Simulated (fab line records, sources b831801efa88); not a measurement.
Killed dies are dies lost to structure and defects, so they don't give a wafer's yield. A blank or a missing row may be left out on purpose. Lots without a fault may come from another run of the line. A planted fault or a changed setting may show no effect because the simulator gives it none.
Chamber matching | flow sky130 | SKY_VIA2_ETCH_14 on rie_diel-01: 4 sister chambers
The step etches BARC in N2/H2, stops on SiO2, time 45.9 s, target depth 60 nm. 16 wafers are shown with their chamber, then 8 later ones without.

WAFERS WITH THEIR CHAMBER
wafer  | chamber | bias_w (W) | throttle_valve_pct (%) | oes_product_au (a.u.)
L603.3 | 2       | 100.3      | 13.233                 | 0.860
L603.4 | 1       | 99.9       | 13.219                 | 0.865
L603.5 | 3       | 99.7       | 13.242                 | 0.857
L605.1 | 1       | 100.0      | 13.225                 | 0.855
L605.2 | 0       | 100.1      | 13.214                 | 0.852
L605.5 | 2       | 100.2      | 13.228                 | 0.847
L607.1 | 0       | 99.9       | 13.220                 | 0.856
L607.2 | 1       | 100.2      | 13.252                 | 0.859
L607.6 | 0       | 99.8       | 13.207                 | 0.866
L608.1 | 0       | 100.2      | 13.221                 | 0.852
L608.2 | 1       | 99.2       | 13.213                 | 0.849
L608.5 | 1       | 99.5       | 13.222                 | 0.851
L613.2 | 3       | 100.4      | 13.229                 | 0.858
L613.3 | 0       | 100.3      | 13.214                 | 0.851
L613.6 | 0       | 100.3      | 13.232                 | 0.859
L618.1 | 0       | 100.2      | 13.234                 | 0.855

SIGNATURES (means of the wafers above)
reading            | chamber 0 | chamber 1 | chamber 2 | chamber 3 | scatter within a chamber
bias_w             | 100.114   | 99.760    | 100.250   | 100.050   | 0.307
throttle_valve_pct | 13.22029  | 13.22620  | 13.23050  | 13.23550  | 0.0115
oes_product_au     | 0.85586   | 0.85580   | 0.85350   | 0.85750   | 0.00589
Rule: a wafer's distance from a chamber is the root of the sum, over the readings, of the square of ((its reading less the chamber's mean) divided by the reading's scatter). The wafer belongs to the nearest chamber; if the next one is less than 2 further off, it can't be placed. The scatter: the root of (the sum of the squares of (reading less its chamber's mean) over the shown wafers, divided by (wafers less chambers)).

WAFERS WITHOUT THEIR CHAMBER
wafer  | bias_w (W) | throttle_valve_pct (%) | oes_product_au (a.u.)
L618.2 | 100.0      | 13.230                 | 0.846
L618.5 | 99.8       | 13.228                 | 0.855
L623.1 | 100.1      | 13.214                 | 0.853
L623.3 | 99.9       | 13.226                 | 0.853
L623.5 | 99.6       | 13.222                 | 0.854
L624.2 | 99.8       | 13.239                 | 0.848
L624.3 | 99.9       | 13.236                 | 0.858
L624.6 | 100.0      | 13.224                 | 0.854

WHICH CHAMBER EACH WENT THROUGH
wafer  | from the rows above               | in truth
L618.2 | can't be placed: 2 or 1 or 0 or 3 | 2
L618.5 | can't be placed: 1 or 3 or 0 or 2 | 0
L623.1 | can't be placed: 0 or 2 or 1 or 3 | 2
L623.3 | can't be placed: 1 or 0 or 2 or 3 | 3
L623.5 | can't be placed: 1 or 0 or 3 or 2 | 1
L624.2 | can't be placed: 1 or 3 or 2 or 0 | 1
L624.3 | can't be placed: 3 or 1 or 2 or 0 | 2
L624.6 | can't be placed: 0 or 1 or 2 or 3 | 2
Placed correctly: 0 of 8. Can't be placed from these rows: 8 (the true chamber is among the candidates in 8). Placed wrongly: 0.
